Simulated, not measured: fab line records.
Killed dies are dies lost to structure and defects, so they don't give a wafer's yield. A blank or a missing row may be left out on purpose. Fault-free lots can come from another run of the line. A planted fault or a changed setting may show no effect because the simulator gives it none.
Which tool was responsible? + flow sky130 + 39 wafers from 13 lots sampled at 4 of the route's 708 steps

WHAT THE GAUGES READ, wafer by wafer
SKY_SD_P_TW_MEAS_11. Usual: SD_P_TW 2817, standard deviation 21.
| lot  | measured     | on            | SD_P_TW        | flag |
|------|--------------|---------------|----------------|------|
| L428 | day 25 23:09 | film_metro-04 | 2845 2830 2839 |      |
| L429 | day 26 10:35 | film_metro-02 | 2814 2828 2812 |      |
| L430 | day 27 07:14 | film_metro-04 | 2828 2824 2836 |      |
| L432 | day 27 15:56 | film_metro-02 | 2810 2807 2801 |      |
| L433 | day 27 17:28 | film_metro-04 | 2825 2820 2840 |      |
| L435 | day 29 09:35 | film_metro-02 | 2794 2795 2787 |      |
| L436 | day 29 06:41 | film_metro-02 | 2771 2772 2794 |      |
| L440 | day 31 06:11 | film_metro-03 | 2851 2846 2847 |      |
| L441 | day 31 06:02 | film_metro-04 | 2818 2818 2824 |      |
| L442 | day 31 06:32 | film_metro-02 | 2804 2784 2796 |      |
| L445 | day 31 19:32 | film_metro-02 | 2792 2795 2786 |      |
| L446 | day 32 08:13 | film_metro-02 | 2803 2789 2799 |      |
| L450 | day 33 08:11 | film_metro-03 | 2858 2846 2841 |      |

TOOL THAT RAN EACH LOT (tool first, then ch and the chambers of the sampled wafers, then the start)
| lot  | SKY_FIELD_ISO_ETCH_17           | SKY_LDD_N_IMPLANT_15            | SKY_LDD_HVN_STRIP_09                 |
|------|---------------------------------|---------------------------------|--------------------------------------|
| L428 | rie_si-02 ch 0,1,2, day 2 10:17 | implanter-02 ch 0, day 18 02:41 | plasma_asher-04 ch 0,1, day 20 16:00 |
| L429 | rie_si-01 ch 2,3, day 2 15:40   | implanter-02 ch 0, day 18 15:43 | plasma_asher-02 ch 0,1, day 21 05:36 |
| L430 | rie_si-01 ch 1,2, day 3 00:08   | implanter-01 ch 0, day 19 13:36 | plasma_asher-02 ch 1, day 22 04:13   |
| L432 | rie_si-02 ch 1,2,3, day 3 08:17 | implanter-02 ch 0, day 19 22:37 | plasma_asher-01 ch 0,1, day 22 12:31 |
| L433 | rie_si-01 ch 1,2, day 3 11:46   | implanter-01 ch 0, day 20 00:27 | plasma_asher-01 ch 0,1, day 22 14:13 |
| L435 | rie_si-02 ch 1,2,3, day 3 22:16 | implanter-02 ch 0, day 21 19:09 | plasma_asher-04 ch 0,1, day 24 08:30 |
| L436 | rie_si-01 ch 0,1, day 4 03:10   | implanter-03 ch 0, day 21 18:51 | plasma_asher-04 ch 0,1, day 24 08:12 |
| L440 | rie_si-02 ch 0,2, day 5 02:52   | implanter-03 ch 0, day 23 08:09 | plasma_asher-04 ch 0,1, day 25 21:48 |
| L441 | rie_si-01 ch 1,2,3, day 5 06:10 | implanter-02 ch 0, day 23 07:09 | plasma_asher-02 ch 0,1, day 25 20:15 |
| L442 | rie_si-01 ch 1,2, day 5 10:56   | implanter-02 ch 0, day 23 18:45 | plasma_asher-02 ch 0,1, day 26 07:27 |
| L445 | rie_si-01 ch 1,3, day 6 02:05   | implanter-01 ch 0, day 24 12:06 | plasma_asher-04 ch 0, day 26 23:25   |
| L446 | rie_si-01 ch 2,3, day 6 09:04   | implanter-01 ch 0, day 25 01:36 | plasma_asher-04 ch 0,1, day 27 12:59 |
| L450 | rie_si-01 ch 1,2, day 7 07:25   | implanter-03 ch 0, day 26 03:43 | plasma_asher-04 ch 0,1, day 28 13:42 |
- SKY_FIELD_ISO_ETCH_17: etches Si in HBr/Cl2/O2, target depth 342 nm, time 97.7 s.
- SKY_LDD_N_IMPLANT_15
- SKY_LDD_HVN_STRIP_09: strips in O2/N2.

AS READ BY THE TOOLS THEMSELVES (means over the sampled wafers that have a number; for cases with no such wafer, the mark the record gives instead)
SKY_FIELD_ISO_ETCH_17. Usual: drypump_motor_current_A 5.7 A, standard deviation 0.52; oes_product_au 1.003 a.u., standard deviation 0.009; throttle_valve_pct 25.655 %, standard deviation 0.01.
| lot  | tool      | drypump_motor_current_A (A) | oes_product_au (a.u.) | throttle_valve_pct (%) | flag |
|------|-----------|-----------------------------|-----------------------|------------------------|------|
| L428 | rie_si-02 | 5.0                         | 1.004                 | 25.656                 |      |
| L429 | rie_si-01 | 5.9                         | 1.000                 | 25.659                 |      |
| L430 | rie_si-01 | 5.7                         | 1.009                 | 25.649                 |      |
| L432 | rie_si-02 | 5.7                         | 1.011                 | 25.656                 |      |
| L433 | rie_si-01 | 5.7                         | 1.006                 | 25.645                 |      |
| L435 | rie_si-02 | 5.7                         | 1.001                 | 25.651                 |      |
| L436 | rie_si-01 | 5.8                         | 1.008                 | 25.648                 |      |
| L440 | rie_si-02 | 5.2                         | 0.995                 | 25.653                 |      |
| L441 | rie_si-01 | 5.9                         | 0.998                 | 25.656                 |      |
| L442 | rie_si-01 | 5.9                         | 1.001                 | 25.648                 |      |
| L445 | rie_si-01 | 6.0                         | 1.010                 | 25.649                 |      |
| L446 | rie_si-01 | 5.9                         | 1.000                 | 25.652                 |      |
| L450 | rie_si-01 | 5.9                         | 1.001                 | 25.651                 |      |

SKY_LDD_N_IMPLANT_15. Usual: tilt_deg 29.998 degrees, standard deviation 0.019.
| lot  | tool         | tilt_deg (degrees) | flag |
|------|--------------|--------------------|------|
| L428 | implanter-02 | 30.017             |      |
| L429 | implanter-02 | 29.996             |      |
| L430 | implanter-01 | 29.990             |      |
| L432 | implanter-02 | 30.008             |      |
| L433 | implanter-01 | 30.001             |      |
| L435 | implanter-02 | 30.015             |      |
| L436 | implanter-03 | 30.016             |      |
| L440 | implanter-03 | 29.986             |      |
| L441 | implanter-02 | -0.009             | OFF  |
| L442 | implanter-02 | -0.004             | OFF  |
| L445 | implanter-01 | 30.011             |      |
| L446 | implanter-01 | 30.007             |      |
| L450 | implanter-03 | 29.981             |      |

SKY_LDD_HVN_STRIP_09. Usual: drypump_motor_current_A 5.7 A, standard deviation 0.39; oes_product_au 0.408 a.u., standard deviation 0.0046; strip_time_to_endpoint_s 4.135 s, standard deviation 0.014.
| lot  | tool            | drypump_motor_current_A (A) | oes_product_au (a.u.) | strip_time_to_endpoint_s (s) | flag |
|------|-----------------|-----------------------------|-----------------------|------------------------------|------|
| L428 | plasma_asher-04 | 5.7                         | 0.413                 | 4.148                        |      |
| L429 | plasma_asher-02 | 6.2                         | 0.410                 | 4.133                        |      |
| L430 | plasma_asher-02 | 5.9                         | 0.404                 | 4.130                        |      |
| L432 | plasma_asher-01 | 5.3                         | 0.411                 | 4.154                        |      |
| L433 | plasma_asher-01 | 5.4                         | 0.407                 | 4.137                        |      |
| L435 | plasma_asher-04 | 5.6                         | 0.413                 | 4.132                        |      |
| L436 | plasma_asher-04 | 5.6                         | 0.406                 | 4.123                        |      |
| L440 | plasma_asher-04 | 5.6                         | 0.410                 | 4.134                        |      |
| L441 | plasma_asher-02 | 6.1                         | 0.410                 | 4.153                        |      |
| L442 | plasma_asher-02 | 6.3                         | 0.405                 | 4.148                        |      |
| L445 | plasma_asher-04 | 5.6                         | 0.405                 | 4.117                        |      |
| L446 | plasma_asher-04 | 5.7                         | 0.407                 | 4.147                        |      |
| L450 | plasma_asher-04 | 5.6                         | 0.403                 | 4.132                        |      |

THE ANSWER, worked out from the rows above alone
Rule: lot off if the mean of its wafers having a number is beyond 3 standard deviations from the usual mean. A lot without any number at a reading at which 4 lots or more have one is off too. Where the step has rows for the other lots, those lots are counted as sound. The gauges are gone through in route order, then the tools' own readings, and for those a lot's mean is taken as printed above. At the first step where some lot is off, the reading lying furthest off is the one used; lots without a number count as furthest.
Off, at SKY_LDD_N_IMPLANT_15 on tilt_deg: L441, L442.
If a tool, at that step or one of the process steps before it, ran each lot that is off and ran no sound lot following the first of them, it fits. One fits: implanter-02 at SKY_LDD_N_IMPLANT_15. Its last sound lot is L435 (day 21 19:09), its first lot that is off L441 (day 23 07:09): a fault that began between those two fits.
The tool's own readings at SKY_LDD_N_IMPLANT_15 bear it out: on the lots that are off they differ by more than 5 times the standard deviation of the sound lots' means. tilt_deg reads -0.006 degrees there against 30.003 degrees on the sound lots.

WHAT HAD BEEN PUT IN BY THE SIMULATOR
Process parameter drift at SKY_LDD_N_IMPLANT_15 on implanter-02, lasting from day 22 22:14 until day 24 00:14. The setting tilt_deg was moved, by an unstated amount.
Shown lots that were struck: L441, L442. The rule above reached the same finding.
